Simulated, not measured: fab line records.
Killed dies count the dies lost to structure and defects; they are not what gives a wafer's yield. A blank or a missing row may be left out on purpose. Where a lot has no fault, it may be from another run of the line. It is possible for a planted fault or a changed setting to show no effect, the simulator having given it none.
A lot that was struck, set against a sound lot    flow sky130    17 steps out of a route of 708
Sound: the wafers L945.3, L945.5, L945.6. Wafers struck: L963.3, L963.4, L963.5. The cause is named last.
Order at every step that has rows: each side's tool, ch and its chambers, its first start. Under that, the readings that differ: sound wafers    struck wafers    difference of the means    sigmas: that difference in standard deviations of wafers without a fault.
alike: same words and numbers on both sides, and readings whose means sit less than 2 such deviations apart. not compared: any withheld reading, any reading some wafer has no value for, any bound like >300 that may hide the same value, and any number with overlapping values for which the record gives no deviation.
A row with sigmas, a row that says differs or no value, or rows on one side alone: a step with any of these is where the two part. Numbers that don't overlap but have no deviation are shown without sigmas and don't part them. A reading missing from all wafers of one side parts the sides only when that side holds two or more wafers.

SKY_LOCAL_INTERCONNECT_RS_MEAS_01: the measuring method here is four-point-probe.
  struck on film metro-01, day 37 18:58; sound on film metro-01, day 31 03:26
  alike: LOCAL_INTERCONNECT_TIN_RS
SKY_LOCAL_INTERCONNECT_THK_MEAS_02: measures by xrf.
  struck on film metro-01, day 37 19:04; sound on film metro-01, day 31 03:32
  alike: LOCAL_INTERCONNECT_TIN_THK
then, 8 steps without rows for these wafers: SKY_LOCAL_INTERCONNECT_DEHYDRATE_03 (time 60 s); SKY_LOCAL_INTERCONNECT_HMDS_04 (prime time 60 s); SKY_LOCAL_INTERCONNECT_COAT_05 (resist thk 60 nm); SKY_LOCAL_INTERCONNECT_COAT_06 (resist thk 450 nm); SKY_LOCAL_INTERCONNECT_SOFTBAKE_07 (time 90 s); SKY_LOCAL_INTERCONNECT_EXPOSE_08 (exposes mask LI1M, target cd 170 nm); SKY_LOCAL_INTERCONNECT_PEB_09; SKY_LOCAL_INTERCONNECT_DEVELOP_10 (develop time 60 s).
SKY_LOCAL_INTERCONNECT_CD_MEAS_11 targets a cd of 170 nm.
  struck on cd sem-01, day 38 20:34; sound on cd sem-02, day 32 07:02
  alike: cd nm
SKY_LOCAL_INTERCONNECT_OVL_MEAS_12:
  struck on overlay-01, day 38 20:39; sound on overlay-02, day 32 07:07
  alike: LOCAL_INTERCONNECT_OVL
SKY_LOCAL_INTERCONNECT_ETCH_13: etches BARC in N2/H2, stops on SiO2, time 45.9 s, target depth 60 nm.
  sound on rie metal-02 ch 0,1, day 32 07:10; struck on rie metal-02 ch 0,1, day 38 20:41
  no value came back on the struck wafers for any of 5 readings (bias w (W), chamber pressure mTorr (mTorr) and others); on the sound wafers bias w (W) reads 99.85 99.94 99.90
reading                                                    sound              struck             difference  sigmas
model.KrF-thick_of_LOCAL_INTERCONNECT_COAT_06.thk nm (nm)  389.3 389.6 389.7  435.1 435.6 434.9  +45.7       
  not compared: rf hours counter h
SKY_LOCAL_INTERCONNECT_METAL_ETCH_14: etches TiN in Cl2/BCl3, stops on PSG, target depth 110 nm, time 31.4 s.
  sound on rie metal-02 ch 0,1, day 32 07:13; struck on rie metal-02 ch 0,1, day 38 20:45
reading                                                    sound                 struck                difference  sigmas
oes product au (a.u.)                                      0.946 0.938 0.942     0.369 0.377 0.368     -0.571      -76
throttle valve pct (%)                                     21.903 21.911 21.901  22.264 22.262 22.251  +0.354      +36
model.KrF-thick_of_LOCAL_INTERCONNECT_COAT_06.thk nm (nm)  344.4 345.3 344.3     390.8 391.8 390.4     +46.3       
  alike: bcl3 flow sccm, bias w, drypump motor current A
  not compared: rf hours counter h
SKY_LOCAL_INTERCONNECT_STRIP_15: strips in O2/N2.
  sound on plasma asher-04 ch 0,1, day 32 07:17; struck on plasma asher-04 ch 0,1, day 38 20:49
reading                       sound              struck             difference  sigmas
oes product au (a.u.)         0.426 0.436 0.431  0.448 0.445 0.441  +0.014      +3
strip time to endpoint s (s)  4.667 4.693 4.681  5.155 5.168 5.151  +0.478      +25
  alike: drypump motor current A
  not compared: rf hours counter h
then, 1 step without rows for these wafers: SKY_LOCAL_INTERCONNECT_STRIP_16 (strips in post etch residue remover, time 1200 s).
-- here the record skips 13 days between the struck wafers' starts before and after, leaving off in module LOCAL_INTERCONNECT and picking up in module PAD_OPEN (first step shown: number 708 of the route) --
SKY_PAD_OPEN_PROBE_99:
  the record has rows for the struck wafers here (prober-02, day 51 14:46) and none for the sound ones

WHERE THEY PART
Earliest at SKY_LOCAL_INTERCONNECT_ETCH_13; latest, in this record, at SKY_PAD_OPEN_PROBE_99.

WHY: whatever the simulator had introduced
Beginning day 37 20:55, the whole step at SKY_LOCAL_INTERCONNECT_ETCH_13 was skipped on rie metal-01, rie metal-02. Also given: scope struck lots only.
